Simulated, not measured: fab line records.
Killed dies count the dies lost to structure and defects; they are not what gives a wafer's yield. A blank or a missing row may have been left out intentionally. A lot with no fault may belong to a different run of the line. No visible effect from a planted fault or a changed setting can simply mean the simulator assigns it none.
Which tool was responsible? + flow gf180mcu + 11 lots, 33 wafers sampled, at 6 steps of a route of 602

WHAT THE GAUGES READ, wafer by wafer
GF_DUAL_GATE_THK_MEAS_03.
| lot  | measured     | on            | DUAL_GATE_OXIDATION_00_THK (nm) |
|------|--------------|---------------|---------------------------------|
| L632 | day 7 11:50  | film_metro-02 | 10.84 10.93 10.76               |
| L634 | day 8 00:07  | film_metro-02 | 10.70 10.71 10.75               |
| L636 | day 8 20:31  | film_metro-03 | 10.90 11.02 10.98               |
| L637 | day 9 07:34  | film_metro-02 | 10.91 10.73 10.70               |
| L638 | day 9 22:07  | film_metro-03 | 11.07 11.10 11.06               |
| L646 | day 11 16:01 | film_metro-02 | 10.70 10.72 10.65               |
| L647 | day 12 01:38 | film_metro-04 | 10.84 10.83 11.04               |
| L651 | day 13 00:03 | film_metro-03 | 10.79 10.76 10.90               |
| L652 | day 13 04:58 | film_metro-04 | 11.12 10.86 11.17               |
| L653 | day 13 13:25 | film_metro-03 | 10.61 10.67 10.71               |
| L654 | day 13 20:59 | film_metro-02 | 11.01 10.94 10.73               |

GF_HV_LDD_TW_MEAS_50.
| lot  | measured     | on            | HV_LDD_4_TW |
|------|--------------|---------------|-------------|
| L632 | day 12 01:53 | film_metro-03 | 571 573 574 |
| L634 | day 12 17:50 | film_metro-04 | 570 569 571 |
| L636 | day 13 18:10 | film_metro-01 | 557 556 556 |
| L637 | day 14 12:19 | film_metro-01 | 556 557 560 |
| L638 | day 15 00:28 | film_metro-01 | 565 560 562 |
| L646 | day 17 03:19 | film_metro-01 | 565 566 564 |
| L647 | day 17 15:46 | film_metro-03 | 580 579 575 |
| L651 | day 18 19:42 | film_metro-04 | 569 567 568 |
| L652 | day 19 05:52 | film_metro-03 | 572 575 572 |
| L653 | day 19 09:45 | film_metro-04 | 570 566 568 |
| L654 | day 19 18:28 | film_metro-03 | 572 568 571 |

GF_V1_RS_MEAS_24: uses a four-point probe to measure.
| lot  | measured     | on            | V1_W_RS (ohm/sq)                    |
|------|--------------|---------------|-------------------------------------|
| L632 | day 17 20:53 | film_metro-04 | 0.326 0.332 0.326                   |
| L634 | day 18 12:49 | film_metro-02 | 0.328 0.335 0.324                   |
| L636 | day 19 17:48 | film_metro-03 | 0.324 0.335 0.329                   |
| L637 | day 20 14:16 | film_metro-03 | 0.257 0.332 0.331 0.256 0.332 0.332 |
| L638 | day 21 04:14 | film_metro-02 | 0.324 0.251 0.323 0.325 0.251 0.323 |
| L646 | day 23 11:27 | film_metro-02 | 0.334 0.332 0.333                   |
| L647 | day 23 23:40 | film_metro-03 | 0.329 0.328 0.329                   |
| L651 | day 25 01:55 | film_metro-03 | 0.320 0.328 0.325                   |
| L652 | day 25 10:47 | film_metro-04 | 0.328 0.332 0.334                   |
| L653 | day 25 11:46 | film_metro-04 | 0.330 0.327 0.329                   |
| L654 | day 25 20:37 | film_metro-04 | 0.332 0.329 0.327                   |

GF_V1_THK_MEAS_25: measures by xrf.
| lot  | measured     | on            | V1_W_THK (nm)           |
|------|--------------|---------------|-------------------------|
| L632 | day 17 20:59 | film_metro-04 | 348 340 344             |
| L634 | day 18 12:55 | film_metro-02 | 338 333 345             |
| L636 | day 19 17:55 | film_metro-03 | 343 334 337             |
| L637 | day 20 18:02 | film_metro-03 | 434 339 338 432 339 339 |
| L638 | day 21 08:16 | film_metro-02 | 346 441 347 344 440 345 |
| L646 | day 23 11:34 | film_metro-02 | 333 335 332             |
| L647 | day 23 23:46 | film_metro-03 | 341 344 342             |
| L651 | day 25 02:01 | film_metro-03 | 348 341 344             |
| L652 | day 25 10:54 | film_metro-04 | 348 342 341             |
| L653 | day 25 11:53 | film_metro-04 | 344 349 348             |
| L654 | day 25 20:43 | film_metro-04 | 342 349 349             |

WHICH TOOL RAN EACH LOT (tool, then ch and the chambers of the sampled wafers, then the start)
| lot  | GF_CONTACT_ETCH_17                            | GF_V1_CVD_23                  |
|------|-----------------------------------------------|-------------------------------|
| L632 | rie_diel-04 ch 0,1,3, day 17 20:45 or earlier | cvd_w-01 ch 0,1, day 17 20:45 |
| L634 | rie_diel-04 ch 1,2,3, day 18 12:41 or earlier | cvd_w-01 ch 0,1, day 18 12:41 |
| L636 | rie_diel-01 ch 0,2,3, day 19 17:41 or earlier | cvd_w-01 ch 0,1, day 19 17:41 |
| L637 | rie_diel-03 ch 0,1,3, day 20 14:08 or earlier | cvd_w-01 ch 0, day 20 14:08   |
| L638 | rie_diel-03 ch 0,1,3, day 21 04:07 or earlier | cvd_w-01 ch 0,1, day 21 04:07 |
| L646 | rie_diel-04 ch 0,1,3, day 23 11:20 or earlier | cvd_w-01 ch 0,1, day 23 11:20 |
| L647 | rie_diel-01 ch 0,1,3, day 23 23:32 or earlier | cvd_w-01 ch 0,1, day 23 23:32 |
| L651 | rie_diel-01 ch 0,3, day 25 01:47 or earlier   | cvd_w-01 ch 0,1, day 25 01:47 |
| L652 | rie_diel-03 ch 0,1,3, day 25 10:39 or earlier | cvd_w-01 ch 0,1, day 25 10:39 |
| L653 | rie_diel-01 ch 0,2,3, day 25 11:40 or earlier | cvd_w-01 ch 0,1, day 25 11:40 |
| L654 | rie_diel-04 ch 0,1, day 25 20:24 or earlier   | cvd_w-01 ch 1, day 25 20:24   |
- GF_CONTACT_ETCH_17: etches SiO2 in C4F8/O2/Ar, stops on CoSi2, target depth 860 nm.
- GF_V1_CVD_23: deposits W, target thk 350 nm, time 105.05 s.

AS READ BY THE TOOLS THEMSELVES (means over the sampled wafers that have a number; for cases with no such wafer, the mark the record gives instead)
GF_CONTACT_ETCH_17.
| lot  | tool        | oes_product_au (a.u.) |
|------|-------------|-----------------------|
| L632 | rie_diel-04 | 0.816                 |
| L634 | rie_diel-04 | 0.816                 |
| L636 | rie_diel-01 | 0.815                 |
| L637 | rie_diel-03 | 0.814                 |
| L638 | rie_diel-03 | 0.819                 |
| L646 | rie_diel-04 | 0.818                 |
| L647 | rie_diel-01 | 0.817                 |
| L651 | rie_diel-01 | 0.812                 |
| L652 | rie_diel-03 | 0.821                 |
| L653 | rie_diel-01 | 0.819                 |
| L654 | rie_diel-04 | 0.815                 |

GF_V1_CVD_23.
| lot  | tool     | heater_power_w (W) |
|------|----------|--------------------|
| L632 | cvd_w-01 | 904                |
| L634 | cvd_w-01 | 897                |
| L636 | cvd_w-01 | 890                |
| L637 | cvd_w-01 | 750                |
| L638 | cvd_w-01 | 896                |
| L646 | cvd_w-01 | 826                |
| L647 | cvd_w-01 | 905                |
| L651 | cvd_w-01 | 918                |
| L652 | cvd_w-01 | 912                |
| L653 | cvd_w-01 | 906                |
| L654 | cvd_w-01 | 989                |

THE ANSWER, worked out from the rows above alone
Rule: usual is defined by the lots themselves. Put in order of their means at a reading, lots are off if they are a third of the lots or fewer, leave a main group of 4 or more, and stand apart from it by a gap of 3 or more times the standard deviation of the main group's means; of several such gaps the widest counts. If all means in a main group match to the digits the tables above print for the reading, that group is not used. Also off: a lot with no number at a reading for which 4 or more lots have one. Any other lot the step has rows for is counted as sound. The gauges are gone through in route order, then the tools' own readings, and for those a lot's mean is taken as printed above. The first step at which some lot is off is used, and at that step the reading that is off furthest; a lot without a number counts as furthest.
Off: L637, L638, at GF_V1_RS_MEAS_24 (V1_W_RS). The main group: mean 0.329 ohm/sq, standard deviation 0.0022.
A tool fits if, at a process step before that reading, it ran every lot that is off, and no sound lot after the first of them. Gauges at GF_V1_RS_MEAS_24: tried the same way as those tools. With no start given for some of its lots, GF_CONTACT_ETCH_17 uses the hours and lot order of GF_V1_CVD_23. Not one of the candidates tried fits.

WHAT WAS PUT IN BY THE SIMULATOR
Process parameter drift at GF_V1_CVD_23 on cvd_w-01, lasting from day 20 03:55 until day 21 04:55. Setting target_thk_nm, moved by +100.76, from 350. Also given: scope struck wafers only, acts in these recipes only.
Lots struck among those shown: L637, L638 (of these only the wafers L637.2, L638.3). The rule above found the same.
